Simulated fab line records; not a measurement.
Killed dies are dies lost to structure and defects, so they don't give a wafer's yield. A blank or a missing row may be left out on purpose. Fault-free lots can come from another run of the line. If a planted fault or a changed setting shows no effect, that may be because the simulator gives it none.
Which of the tools did it? ; flow sky130 ; Sampling: 6 lots, 18 wafers, 2 of 708 route steps

== WHAT EACH GAUGE READ, for each wafer ==
SKY_SONOS_ONO_THK_MEAS_05.
lot;measured;on;SONOS_ONO_CVD_04_THK (nm)
L314;day 12 15:32;film metro-03;5.66 5.63 5.66
L316;day 13 02:47;film metro-03;5.43 5.49 5.43
L321;day 14 18:56;film metro-04;5.79 5.74 5.67
L323;day 15 05:05;film metro-03;5.74 5.68 5.69
L325;day 16 00:22;film metro-02;5.61 5.77 5.81
L327;day 17 03:41;film metro-04;6.74 6.67 6.81

== TOOL THAT RAN EACH LOT (tool first, then ch and the chambers of the sampled wafers, then the start) ==
lot;SKY_SONOS_ONO_CVD_04
L314;lpcvd-03 ch 1, day 12 14:17
L316;lpcvd-03 ch 1, day 13 01:32
L321;lpcvd-03 ch 1, day 14 16:07
L323;lpcvd-03 ch 0, day 15 03:11
L325;lpcvd-03 ch 0, day 15 23:07
L327;lpcvd-03 ch 1, day 17 02:25
- SKY_SONOS_ONO_CVD_04: deposits SiO2 from SiH4/N2O, target thk 5.7199 nm.

== THE ANSWER, worked out from the rows above alone ==
Rule: the lots themselves supply what counts as usual. The widest of any qualifying gaps counts: lots, ordered by their means at a reading, are off when they make up no more than a third of the lots, leave a main group of 4 or more, and stand apart from it by 3 or more times the standard deviation of that group's means. Not used: any main group whose means are identical at the precision the tables above print for the reading. A lot without any number at a reading at which 4 lots or more have one is off too. Where the step has rows for the other lots, those lots are counted as sound.
Off: L327, at SKY_SONOS_ONO_THK_MEAS_05 (SONOS_ONO_CVD_04_THK). For the main group the mean is 5.65 nm and the standard deviation 0.11.
If a tool, at a process step before that reading, ran all the lots that are off and no sound lot after the first of them, it fits. Gauges at SKY_SONOS_ONO_THK_MEAS_05: tried the same way as those tools. This does not decide it: 2 tools fit, namely lpcvd-03 at SKY_SONOS_ONO_CVD_04 and film metro-04 at SKY_SONOS_ONO_THK_MEAS_05.

== WHAT THE SIMULATOR PUT IN ==
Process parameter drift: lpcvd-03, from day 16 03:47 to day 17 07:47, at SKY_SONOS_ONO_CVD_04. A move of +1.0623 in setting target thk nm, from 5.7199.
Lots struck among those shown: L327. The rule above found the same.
